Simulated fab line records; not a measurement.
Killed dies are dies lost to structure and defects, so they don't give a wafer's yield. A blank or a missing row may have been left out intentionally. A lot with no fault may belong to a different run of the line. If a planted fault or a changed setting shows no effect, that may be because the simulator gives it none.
A struck lot beside a sound one -- flow gf180mcu -- 17 out of 602 route steps
Sound: wafers L598.1, L598.2, L598.5. Wafers L603.2, L603.3 were the ones struck. At the end, the cause is stated.
At each step with rows: each side's tool, then ch and its chambers, then its first start. Under that, the readings that differ: sound wafers -- struck wafers -- difference of the means -- sigmas: that difference in standard deviations of wafers without a fault.
alike: a reading whose means differ by less than 2 such deviations, as well as words and numbers matching on both sides. not compared: withheld readings; readings where some wafer has no value; bounds like >300 that might hide an equal value; numbers whose values overlap and for which the record gives no deviation.
The two part at a step that has a row with sigmas, a row that says differs or no value, or rows on one side only. When numbers do not overlap yet have no deviation, they are printed without sigmas and do not part them. A reading missing from all wafers of one side parts the sides only when that side holds two or more wafers.

first, 4 steps without rows for these wafers: GF_SAB_SOFTBAKE_05 (time 60 s); GF_SAB_EXPOSE_06 (exposes mask SAB, target cd 420 nm); GF_SAB_PEB_07; GF_SAB_DEVELOP_08 (develop time 60 s).
GF_SAB_CD_MEAS_09: target cd 420 nm.
  sound on cd sem-02, day 17 07:16; struck on cd sem-01, day 20 02:22
reading,sound,struck,difference,sigmas
cd nm (nm),424.9 424.1 421.8,418.9 417.3,-5.5,-2
GF_SAB_OVL_MEAS_10:
  sound on overlay-02, day 17 07:23; struck on overlay-02, day 20 02:28
  alike: SAB_OVL
GF_SAB_ETCH_11: etches SiO2 in C4F8/O2/Ar, target depth 55 nm, time 8.5 s.
  sound on rie diel-04 ch 0,2,3, day 17 07:25; struck on rie diel-04 ch 0,2, day 20 02:30
  alike: bias w, oes product au
  not compared: rf hours counter h
then, 1 step without rows for these wafers: GF_SAB_WET_ETCH_12 (etches SiO2 in dHF, target depth 22 nm, time 440 s).
GF_SAB_STRIP_13: strips in O2/N2.
  sound on plasma asher-03 ch 0,1, day 17 07:35; struck on plasma asher-03 ch 1, day 20 02:40
  alike: drypump motor current A, heater power w, oes product au, strip time to endpoint s
  not compared: rf hours counter h
then, 2 steps without rows for these wafers: GF_SALICIDE_CLEAN_00 (cleans in SC1/SC2, time 150 s); GF_SALICIDE_WET_ETCH_01 (etches SiO2 in dHF, target depth 5 nm, time 100 s).
GF_SALICIDE_SPUTTER_02: material Co, target thk 10 nm, time 20 s.
  sound on pvd sputter-01, day 17 07:47; struck on pvd sputter-01, day 20 02:51
  alike: throttle valve pct
GF_SALICIDE_SPUTTER_03: material TiN, target thk 20 nm, time 16.7 s.
  sound on pvd sputter-01, day 17 07:49; struck on pvd sputter-01, day 20 02:53
reading,sound,struck,difference,sigmas
model.TiN_of_SALICIDE_SPUTTER_03.thk nm (nm),19.8 19.66 19.99,21.61 21.65,+1.81,
  alike: throttle valve pct
GF_SALICIDE_RS_MEAS_04: measures by four-point-probe.
  sound on film metro-04, day 17 07:50; struck on film metro-04, day 20 02:56
reading,sound,struck,difference,sigmas
SALICIDE_TIN_RS (ohm/sq),16.29 16.27 16.61,15.70 15.60,-0.74,-3
GF_SALICIDE_THK_MEAS_05: measures by xrf.
  sound on film metro-04, day 17 07:57; struck on film metro-04, day 20 03:16
reading,sound,struck,difference,sigmas
SALICIDE_TIN_THK (nm),19.81 19.71 19.97,21.45 21.47,+1.63,+7
  not compared: hold
GF_SALICIDE_RTA_06: time 30 s.
  sound on rtp anneal-01 ch 0, day 17 08:01; struck on rtp anneal-01 ch 0, day 20 05:10
reading,sound,struck,difference,sigmas
hold,- - -,await dispo/1.8h/release await dispo/1.8h/release,no value on the sound wafers,
wafer_temp_C_max,532.5 532.0 532.9,531.3 531.5,-1.1,-2
  alike: lamp power pct
then, 1 step without rows for these wafers: GF_PASSIVATION_PROBE_99.

== WHERE THEY PART ==
At GF_SAB_CD_MEAS_09 first; at GF_SALICIDE_RTA_06 last (within this record only).

WHY: what had been put in by the simulator
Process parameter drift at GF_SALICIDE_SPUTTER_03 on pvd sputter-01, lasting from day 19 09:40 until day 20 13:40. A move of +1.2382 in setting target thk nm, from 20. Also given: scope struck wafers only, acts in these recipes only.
